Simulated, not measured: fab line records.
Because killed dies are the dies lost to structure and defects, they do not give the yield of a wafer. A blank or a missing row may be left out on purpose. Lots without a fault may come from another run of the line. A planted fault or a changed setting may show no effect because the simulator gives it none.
The tool behind it: which one? :: flow gf180mcu :: 11 lots, 33 wafers sampled, at 5 steps of a route of 602

## WHAT THE GAUGES SHOWED, per wafer
GF_HV_LDD_TW_MEAS_50.
lot: L152
measured: day 12 13:04
on: filmMetro-03
HV_LDD_4_TW: 569 568 568

lot: L153
measured: day 12 20:19
on: filmMetro-03
HV_LDD_4_TW: 566 564 571

lot: L157
measured: day 14 09:02
on: filmMetro-01
HV_LDD_4_TW: 565 562 563

lot: L158
measured: day 14 20:55
on: filmMetro-03
HV_LDD_4_TW: 570 570 572

lot: L160
measured: day 15 07:34
on: filmMetro-03
HV_LDD_4_TW: 571 571 573

lot: L161
measured: day 15 22:20
on: filmMetro-01
HV_LDD_4_TW: 563 561 567

lot: L162
measured: day 16 13:03
on: filmMetro-04
HV_LDD_4_TW: 563 564 562

lot: L163
measured: day 17 01:38
on: filmMetro-04
HV_LDD_4_TW: 557 560 559

lot: L172
measured: day 19 07:28
on: filmMetro-03
HV_LDD_4_TW: 569 568 571

lot: L173
measured: day 19 17:40
on: filmMetro-04
HV_LDD_4_TW: 555 560 555

lot: L174
measured: day 20 00:17
on: filmMetro-04
HV_LDD_4_TW: 555 557 558

GF_HV_LDD_THK_MEAS_57.
lot: L152
measured: day 12 15:53
on: filmMetro-03
HV_LDD_CVD_56_THK (nm): 90.4 91.2 91.1

lot: L153
measured: day 12 23:50
on: filmMetro-03
HV_LDD_CVD_56_THK (nm): 91.0 91.4 91.0

lot: L157
measured: day 14 13:08
on: filmMetro-01
HV_LDD_CVD_56_THK (nm): 90.8 90.9 90.9

lot: L158
measured: day 14 23:44
on: filmMetro-03
HV_LDD_CVD_56_THK (nm): 92.0 92.1 92.4

lot: L160
measured: day 15 10:23
on: filmMetro-03
HV_LDD_CVD_56_THK (nm): 90.4 89.7 89.6

lot: L161
measured: day 16 01:09
on: filmMetro-03
HV_LDD_CVD_56_THK (nm): 72.9 70.2 70.0 72.8 70.2 69.9

lot: L162
measured: day 16 17:08
on: filmMetro-03
HV_LDD_CVD_56_THK (nm): 87.5 83.2 78.2 87.5 83.3 78.2

lot: L163
measured: day 17 05:40
on: filmMetro-04
HV_LDD_CVD_56_THK (nm): 88.7 89.4 89.7

lot: L172
measured: day 19 10:17
on: filmMetro-03
HV_LDD_CVD_56_THK (nm): 90.2 90.3 90.6

lot: L173
measured: day 19 20:28
on: filmMetro-03
HV_LDD_CVD_56_THK (nm): 90.6 91.0 90.4

lot: L174
measured: day 20 03:05
on: filmMetro-04
HV_LDD_CVD_56_THK (nm): 89.4 89.6 89.2

## WHICH TOOL RAN EACH LOT (tool, then ch and the chambers of the sampled wafers, then the start)
lot: L152
GF_HV_LDD_STRIP_37: plasmaAsher-01 ch 0,1, day 11 16:43
GF_HV_LDD_RTA_52: rtpAnneal-02 ch 0, day 12 13:11
GF_HV_LDD_CVD_56: lpcvd-02 ch 0, day 12 14:26

lot: L153
GF_HV_LDD_STRIP_37: plasmaAsher-01 ch 0,1, day 12 00:30
GF_HV_LDD_RTA_52: rtpAnneal-01 ch 0, day 12 20:25
GF_HV_LDD_CVD_56: lpcvd-02 ch 0, day 12 21:41

lot: L157
GF_HV_LDD_STRIP_37: plasmaAsher-01 ch 0,1, day 13 11:23
GF_HV_LDD_RTA_52: rtpAnneal-02 ch 0, day 14 09:10
GF_HV_LDD_CVD_56: lpcvd-01 ch 0, day 14 11:41

lot: L158
GF_HV_LDD_STRIP_37: plasmaAsher-04 ch 0,1, day 13 23:46
GF_HV_LDD_RTA_52: rtpAnneal-02 ch 0, day 14 21:02
GF_HV_LDD_CVD_56: lpcvd-02 ch 1, day 14 22:17

lot: L160
GF_HV_LDD_STRIP_37: plasmaAsher-02 ch 0,1, day 14 09:50
GF_HV_LDD_RTA_52: rtpAnneal-01 ch 0, day 15 07:41
GF_HV_LDD_CVD_56: lpcvd-02 ch 1, day 15 08:55

lot: L161
GF_HV_LDD_STRIP_37: plasmaAsher-04 ch 0,1, day 15 00:44
GF_HV_LDD_RTA_52: rtpAnneal-01 ch 0, day 15 22:27
GF_HV_LDD_CVD_56: lpcvd-02 ch 0, day 15 23:43

lot: L162
GF_HV_LDD_STRIP_37: plasmaAsher-01 ch 0,1, day 15 14:11
GF_HV_LDD_RTA_52: rtpAnneal-02 ch 0, day 16 13:10
GF_HV_LDD_CVD_56: lpcvd-02 ch 0, day 16 15:42

lot: L163
GF_HV_LDD_STRIP_37: plasmaAsher-04 ch 0,1, day 16 03:25
GF_HV_LDD_RTA_52: rtpAnneal-01 ch 0, day 17 01:44
GF_HV_LDD_CVD_56: lpcvd-01 ch 1, day 17 03:29

lot: L172
GF_HV_LDD_STRIP_37: plasmaAsher-04 ch 0,1, day 18 07:46
GF_HV_LDD_RTA_52: rtpAnneal-01 ch 0, day 19 07:35
GF_HV_LDD_CVD_56: lpcvd-01 ch 0, day 19 08:50

lot: L173
GF_HV_LDD_STRIP_37: plasmaAsher-04 ch 0,1, day 18 17:14
GF_HV_LDD_RTA_52: rtpAnneal-01 ch 0, day 19 17:47
GF_HV_LDD_CVD_56: lpcvd-02 ch 1, day 19 19:01

lot: L174
GF_HV_LDD_STRIP_37: plasmaAsher-04 ch 0,1, day 18 23:50
GF_HV_LDD_RTA_52: rtpAnneal-02 ch 0, day 20 00:23
GF_HV_LDD_CVD_56: lpcvd-01 ch 0, day 20 01:38
- GF_HV_LDD_STRIP_37: strips in O2/N2.
- GF_HV_LDD_RTA_52: time 10 s.
- GF_HV_LDD_CVD_56: deposits Si3N4 from DCS/NH3, target thk 90 nm, time 1543 s.

## AS READ BY THE TOOLS THEMSELVES (means over the sampled wafers that have a number; for cases with no such wafer, the mark the record gives instead)
GF_HV_LDD_STRIP_37.
lot: L152
tool: plasmaAsher-01
drypumpMotorCurrentA (A): 6.1
heaterPowerW (W): 345
oesProductAu (a.u.): 0.715
stripTimeToEndpointS (s): 12.60

lot: L153
tool: plasmaAsher-01
drypumpMotorCurrentA (A): 6.0
heaterPowerW (W): 342
oesProductAu (a.u.): 0.713
stripTimeToEndpointS (s): 12.63

lot: L157
tool: plasmaAsher-01
drypumpMotorCurrentA (A): 6.1
heaterPowerW (W): 345
oesProductAu (a.u.): 0.718
stripTimeToEndpointS (s): 12.64

lot: L158
tool: plasmaAsher-04
drypumpMotorCurrentA (A): 6.1
heaterPowerW (W): 318
oesProductAu (a.u.): 0.716
stripTimeToEndpointS (s): 12.66

lot: L160
tool: plasmaAsher-02
drypumpMotorCurrentA (A): 6.4
heaterPowerW (W): 405
oesProductAu (a.u.): 0.719
stripTimeToEndpointS (s): 12.67

lot: L161
tool: plasmaAsher-04
drypumpMotorCurrentA (A): 6.2
heaterPowerW (W): 326
oesProductAu (a.u.): 0.716
stripTimeToEndpointS (s): 12.61

lot: L162
tool: plasmaAsher-01
drypumpMotorCurrentA (A): 6.1
heaterPowerW (W): 345
oesProductAu (a.u.): 0.717
stripTimeToEndpointS (s): 12.57

lot: L163
tool: plasmaAsher-04
drypumpMotorCurrentA (A): 6.1
heaterPowerW (W): 318
oesProductAu (a.u.): 0.721
stripTimeToEndpointS (s): 12.69

lot: L172
tool: plasmaAsher-04
drypumpMotorCurrentA (A): 6.1
heaterPowerW (W): 319
oesProductAu (a.u.): 0.717
stripTimeToEndpointS (s): 12.59

lot: L173
tool: plasmaAsher-04
drypumpMotorCurrentA (A): 6.2
heaterPowerW (W): 321
oesProductAu (a.u.): 0.716
stripTimeToEndpointS (s): 12.58

lot: L174
tool: plasmaAsher-04
drypumpMotorCurrentA (A): 6.2
heaterPowerW (W): 321
oesProductAu (a.u.): 0.718
stripTimeToEndpointS (s): 12.61

GF_HV_LDD_RTA_52.
lot: L152
tool: rtpAnneal-02
lampPowerPct (%): 29.7
wafer_temp_C_max: 1003.0

lot: L153
tool: rtpAnneal-01
lampPowerPct (%): 32.7
wafer_temp_C_max: 1007.4

lot: L157
tool: rtpAnneal-02
lampPowerPct (%): 29.7
wafer_temp_C_max: 1003.1

lot: L158
tool: rtpAnneal-02
lampPowerPct (%): 29.7
wafer_temp_C_max: 1003.6

lot: L160
tool: rtpAnneal-01
lampPowerPct (%): 32.7
wafer_temp_C_max: 1004.8

lot: L161
tool: rtpAnneal-01
lampPowerPct (%): 32.7
wafer_temp_C_max: 1005.1

lot: L162
tool: rtpAnneal-02
lampPowerPct (%): 29.7
wafer_temp_C_max: 1003.7

lot: L163
tool: rtpAnneal-01
lampPowerPct (%): 32.7
wafer_temp_C_max: 1006.2

lot: L172
tool: rtpAnneal-01
lampPowerPct (%): 32.7
wafer_temp_C_max: 1006.5

lot: L173
tool: rtpAnneal-01
lampPowerPct (%): 32.7
wafer_temp_C_max: 1005.5

lot: L174
tool: rtpAnneal-02
lampPowerPct (%): 29.7
wafer_temp_C_max: 1003.3

GF_HV_LDD_CVD_56.
lot: L152
tool: lpcvd-02
spikeTcCentreC (C): 769.7
spikeTcLowerC (C): 770.4
spikeTcUpperC (C): 769.1
zonePowerBottomPct (%): 20.1
zonePowerCentrePct (%): 11.0
zonePowerLowerPct (%): 13.8

lot: L153
tool: lpcvd-02
spikeTcCentreC (C): 769.4
spikeTcLowerC (C): 770.1
spikeTcUpperC (C): 769.8
zonePowerBottomPct (%): 20.2
zonePowerCentrePct (%): 11.0
zonePowerLowerPct (%): 13.9

lot: L157
tool: lpcvd-01
spikeTcCentreC (C): 770.0
spikeTcLowerC (C): 767.9
spikeTcUpperC (C): 770.0
zonePowerBottomPct (%): 20.2
zonePowerCentrePct (%): 11.8
zonePowerLowerPct (%): 12.7

lot: L158
tool: lpcvd-02
spikeTcCentreC (C): 770.3
spikeTcLowerC (C): 770.7
spikeTcUpperC (C): 767.8
zonePowerBottomPct (%): 19.1
zonePowerCentrePct (%): 13.1
zonePowerLowerPct (%): 14.3

lot: L160
tool: lpcvd-02
spikeTcCentreC (C): 769.1
spikeTcLowerC (C): 771.0
spikeTcUpperC (C): 768.1
zonePowerBottomPct (%): 19.1
zonePowerCentrePct (%): 13.3
zonePowerLowerPct (%): 14.1

lot: L161
tool: lpcvd-02
spikeTcCentreC (C): 741.8
spikeTcLowerC (C): 773.2
spikeTcUpperC (C): 773.4
zonePowerBottomPct (%): 20.0
zonePowerCentrePct (%): 4.9
zonePowerLowerPct (%): 18.1

lot: L162
tool: lpcvd-02
spikeTcCentreC (C): 742.0
spikeTcLowerC (C): 774.1
spikeTcUpperC (C): 773.3
zonePowerBottomPct (%): 19.9
zonePowerCentrePct (%): 4.9
zonePowerLowerPct (%): 17.9

lot: L163
tool: lpcvd-01
spikeTcCentreC (C): 770.2
spikeTcLowerC (C): 770.5
spikeTcUpperC (C): 769.2
zonePowerBottomPct (%): 19.7
zonePowerCentrePct (%): 13.6
zonePowerLowerPct (%): 10.1

lot: L172
tool: lpcvd-01
spikeTcCentreC (C): 770.0
spikeTcLowerC (C): 767.8
spikeTcUpperC (C): 769.3
zonePowerBottomPct (%): 20.1
zonePowerCentrePct (%): 11.7
zonePowerLowerPct (%): 12.8

lot: L173
tool: lpcvd-02
spikeTcCentreC (C): 769.5
spikeTcLowerC (C): 771.2
spikeTcUpperC (C): 768.3
zonePowerBottomPct (%): 19.1
zonePowerCentrePct (%): 13.1
zonePowerLowerPct (%): 14.3

lot: L174
tool: lpcvd-01
spikeTcCentreC (C): 770.1
spikeTcLowerC (C): 768.5
spikeTcUpperC (C): 770.1
zonePowerBottomPct (%): 20.1
zonePowerCentrePct (%): 11.8
zonePowerLowerPct (%): 12.7

## THE ANSWER, worked out from the rows above alone
Rule: the usual values come from the lots themselves. The widest of any qualifying gaps counts: lots, ordered by their means at a reading, are off when they make up no more than a third of the lots, leave a main group of 4 or more, and stand apart from it by 3 or more times the standard deviation of that group's means. A main group whose means are all the same, to the digits that the tables above print for the reading, isn't used. Also off: a lot with no number at a reading for which 4 or more lots have one. All remaining lots with rows at the step are treated as sound. After the gauges, taken in route order, come the tools' own readings; for these a lot's mean is taken, as printed above. The first step at which some lot is off is used, and at that step the reading that is off furthest; a lot without a number counts as furthest.
Off: at GF_HV_LDD_THK_MEAS_57 (HV_LDD_CVD_56_THK), L161, L162. Main group: mean 90.5 nm, sd 0.86.
A tool fits if, at a process step before that reading, it ran every lot that is off, and no sound lot after the first of them. Not tried: the gauges at GF_HV_LDD_THK_MEAS_57; whatever is off there is also off at GF_HV_LDD_CVD_56, on other tools, and gauge error can't account for it. Of those tried, none fits.

## WHAT HAD BEEN PUT IN BY THE SIMULATOR
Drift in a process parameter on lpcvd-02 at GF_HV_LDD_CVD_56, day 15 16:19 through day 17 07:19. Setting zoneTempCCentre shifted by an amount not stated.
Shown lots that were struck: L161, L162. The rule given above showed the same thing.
